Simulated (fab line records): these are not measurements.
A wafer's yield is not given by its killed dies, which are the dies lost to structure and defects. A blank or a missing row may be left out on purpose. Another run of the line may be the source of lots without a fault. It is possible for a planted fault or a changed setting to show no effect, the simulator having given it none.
A struck lot beside a sound one	flow sky130	16 steps out of a route of 708
Sound: wafers L149.1, L149.5, L149.6. Struck: wafers L163.3, L163.5, L163.6. The cause is given at the end.
Order at every step that has rows: each side's tool, ch and its chambers, its first start. Under that, the readings that differ: sound wafers	struck wafers	difference of the means	sigmas: that difference in standard deviations of wafers without a fault.
alike: same words and numbers on both sides, and readings whose means sit less than 2 such deviations apart. not compared: any withheld reading, any reading some wafer has no value for, any bound like >300 that may hide the same value, and any number with overlapping values for which the record gives no deviation.
Wherever a step has rows on one side only, a row that says differs or no value, or a row with sigmas, the two part there. When numbers do not overlap yet have no deviation, they are printed without sigmas and do not part them. A reading that every wafer of one side lacks parts them only if that side has two wafers or more.

SKY_SPACER_THK_MEAS_01:
  sound: filmMetro-04 at day 22 18:47; struck: filmMetro-04 at day 28 05:56
  alike: SPACER_CVD_00_THK
SKY_SPACER_ETCHBACK_02: etches Si3N4 in CH3F/O2, stops on SiO2, time 46.7 s, target depth 45 nm.
  sound on rieDiel-01 ch 2,3, day 22 18:51; struck on rieDiel-01 ch 2,3, day 28 06:00
  alike: drypumpMotorCurrentA, oesProductAu, throttleValvePct
  not compared: rfHoursCounterH
then, 8 steps without rows for these wafers: SKY_POLY_CUT_DEHYDRATE_00 (time 60 s); SKY_POLY_CUT_HMDS_01 (prime time 60 s); SKY_POLY_CUT_COAT_02 (resist thk 60 nm); SKY_POLY_CUT_COAT_03 (resist thk 450 nm); SKY_POLY_CUT_SOFTBAKE_04 (time 90 s); SKY_POLY_CUT_EXPOSE_05 (exposes mask NPCM, target cd 270 nm); SKY_POLY_CUT_PEB_06; SKY_POLY_CUT_DEVELOP_07 (develop time 57.49 s).
SKY_POLY_CUT_CD_MEAS_08: the cd target is 270 nm.
  sound: cdSem-02 at day 24 00:40; struck: cdSem-01 at day 29 09:47
  alike: cdNm
SKY_POLY_CUT_OVL_MEAS_09:
  sound: overlay-02 at day 24 00:47; struck: overlay-01 at day 29 09:52
  alike: POLY_CUT_OVL
SKY_POLY_CUT_ETCH_10: etches BARC in N2/H2, stops on SiO2, time 45.9 s, target depth 60 nm.
  sound on rieDiel-02 ch 0,1,2, day 24 00:49; struck on rieDiel-01 ch 0,3, day 29 09:53
  no value came back on the struck wafers for any of 5 readings (biasW (W), chamberPressureMTorr (mTorr) and others); on the sound wafers biasW (W) reads 99.76 100.37 100.11
reading	sound	struck	difference	sigmas
model.KrF-thick_of_POLY_CUT_COAT_03.thkNm (nm)	407.1 407.4 408.8	435.7 435.6 433.4	+27.1	
  not compared: rfHoursCounterH
SKY_POLY_CUT_ETCH_11: etches Si3N4 in CF4/CH2F2/Ar, stops on poly-Si, time 42.5 s, target depth 60 nm.
  sound on rieDiel-02 ch 0,1,2, day 24 00:52; struck on rieDiel-01 ch 0,3, day 29 09:56
reading	sound	struck	difference	sigmas
oesProductAu (a.u.)	0.827 0.835 0.836	0.371 0.376 0.373	-0.459	-72
throttleValvePct (%)	14.988 15.011 14.998	14.955 14.947 14.946	-0.050	-6
  alike: biasW, cf4FlowSccm, drypumpMotorCurrentA
  not compared: rfHoursCounterH
SKY_POLY_CUT_STRIP_12: strips in O2/N2.
  sound on plasmaAsher-04 ch 0,1, day 24 00:54; struck on plasmaAsher-03 ch 0,1, day 29 10:01
reading	sound	struck	difference	sigmas
oesProductAu (a.u.)	0.450 0.461 0.448	0.459 0.462 0.466	+0.009	+2
stripTimeToEndpointS (s)	5.359 5.346 5.368	5.612 5.625 5.606	+0.257	+14
  alike: drypumpMotorCurrentA
  not compared: rfHoursCounterH
-- here the record skips 20 days between the struck wafers' starts before and after, leaving off in module POLY_CUT and picking up in module PAD_OPEN (first step shown: number 708 of the route) --
SKY_PAD_OPEN_PROBE_99:
  rows exist in the record for the struck wafers here (prober-01, day 49 06:35), but not for the sound ones

## WHERE THEY PART
At SKY_POLY_CUT_ETCH_10 first; at SKY_PAD_OPEN_PROBE_99 last (within this record only).

WHY: whatever the simulator had introduced
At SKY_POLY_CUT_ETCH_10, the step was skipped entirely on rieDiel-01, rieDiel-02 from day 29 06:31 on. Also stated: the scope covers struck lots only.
